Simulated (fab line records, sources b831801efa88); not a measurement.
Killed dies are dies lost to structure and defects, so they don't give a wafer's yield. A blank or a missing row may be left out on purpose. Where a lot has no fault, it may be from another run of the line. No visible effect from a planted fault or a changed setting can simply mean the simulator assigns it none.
One fault through the eyes of 2 desks / flow gf180mcu / numbers are kept per desk, each desk with only its own; the story behind them comes last

## METROLOGY DESK
Lot by lot, what the gauges showed, no matter which tool ran the lot: averages of those sampled wafers that carry a number. Marked OUT: a lot whose mean sits more than 4 standard deviations from the usual mean, which makes it out of limits; the brackets give that distance.
Columns: A = DUAL_GATE_OVL at GF_DUAL_GATE_OVL_MEAS_11, usual -0.8 nm; B = HV_LDD_CVD_56_THK at GF_HV_LDD_THK_MEAS_57, usual 90.0 nm; C = NSD_OVL at GF_NSD_OVL_MEAS_08, usual -0.4 nm; D = cdNm at GF_PSD_CD_MEAS_07, usual 399.6 nm
lot=L584; first seen here=day 8 15:25; A=-2.6; B=90.0; C=0.2; D=399.4
lot=L585; first seen here=day 8 23:01; A=2.9; B=89.8; C=0.1; D=398.8
lot=L587; first seen here=day 9 02:56; A=-1.2; B=89.2; C=-0.6; D=398.8
lot=L588; first seen here=day 9 14:04; A=-0.2; B=90.5; C=-2.9; D=399.8
lot=L589; first seen here=day 9 19:13; A=-0.6; B=89.2; C=-1.8; D=399.8
lot=L591; first seen here=day 10 05:29; A=-0.3; B=89.0; C=-0.6; D=398.8
lot=L592; first seen here=day 10 11:55; A=-0.6; B=89.2; C=-0.3; D=400.2
lot=L595; first seen here=day 11 12:10; A=-0.6; B=90.3; C=-1.4; D=396.7
lot=L603; first seen here=day 13 23:04; A=-0.4; B=90.4; C=0.1; D=399.8
lot=L604; first seen here=day 14 05:40; A=0.5; B=127.9 (+45) OUT; C=-; D=-
lot=L605; first seen here=day 14 07:40; A=-2.1; B=129.1 (+46) OUT; C=-; D=-
lot=L606; first seen here=day 15 00:01; A=-3.5; B=90.6; C=-0.6; D=403.2
lot=L607; first seen here=day 15 01:22; A=-0.4; B=90.1; C=0.6; D=400.5
This desk finds L604, L605 out of limits, with the earliest case on L604 at day 19 09:01 (HV_LDD_CVD_56_THK at GF_HV_LDD_THK_MEAS_57). In limits: L584, L585, L587, L588, L589, L591, L592, L595, L603, L606, L607.

## DESK OF THE TOOL OWNER: lpcvd-02
The tool's own readings at GF_HV_LDD_CVD_56 (deposits Si3N4 from DCS/NH3, target thk 90 nm, time 1543 s): means of the sampled wafers that have a number, for each lot that ran on this tool. Marked OUT: a lot whose mean sits more than 4 standard deviations from the usual mean, which makes it out of limits; the brackets give that distance.
Columns: A = spikeTcUpperC at GF_HV_LDD_CVD_56, usual 771.0 C
lot=L589; first seen here=day 14 04:42; A=771.3
lot=L591; first seen here=day 14 16:56; A=770.9
lot=L595; first seen here=day 16 02:07; A=770.6
lot=L604; first seen here=day 19 07:36; A=772.3
lot=L605; first seen here=day 19 09:14; A=771.0
Result from this desk: across the 5 lots, nothing is out of limits.

## PUT TOGETHER
An alarm was possible from the metrology desk at day 19 09:01, on L604, L605.
Nothing out of limits was seen by the tool owner's desk.
The tool owner's desk has L604, L605 on record, within its limits.
The lots listed all ran GF_HV_LDD_CVD_56 on lpcvd-02.

## WHAT THE SIMULATOR PUT IN
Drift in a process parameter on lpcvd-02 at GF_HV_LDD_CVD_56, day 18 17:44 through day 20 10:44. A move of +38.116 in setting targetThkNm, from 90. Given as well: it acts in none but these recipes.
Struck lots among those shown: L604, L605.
Per desk, hours elapsed from the start of the fault to the first reading out of limits: for the metrology desk, 15.
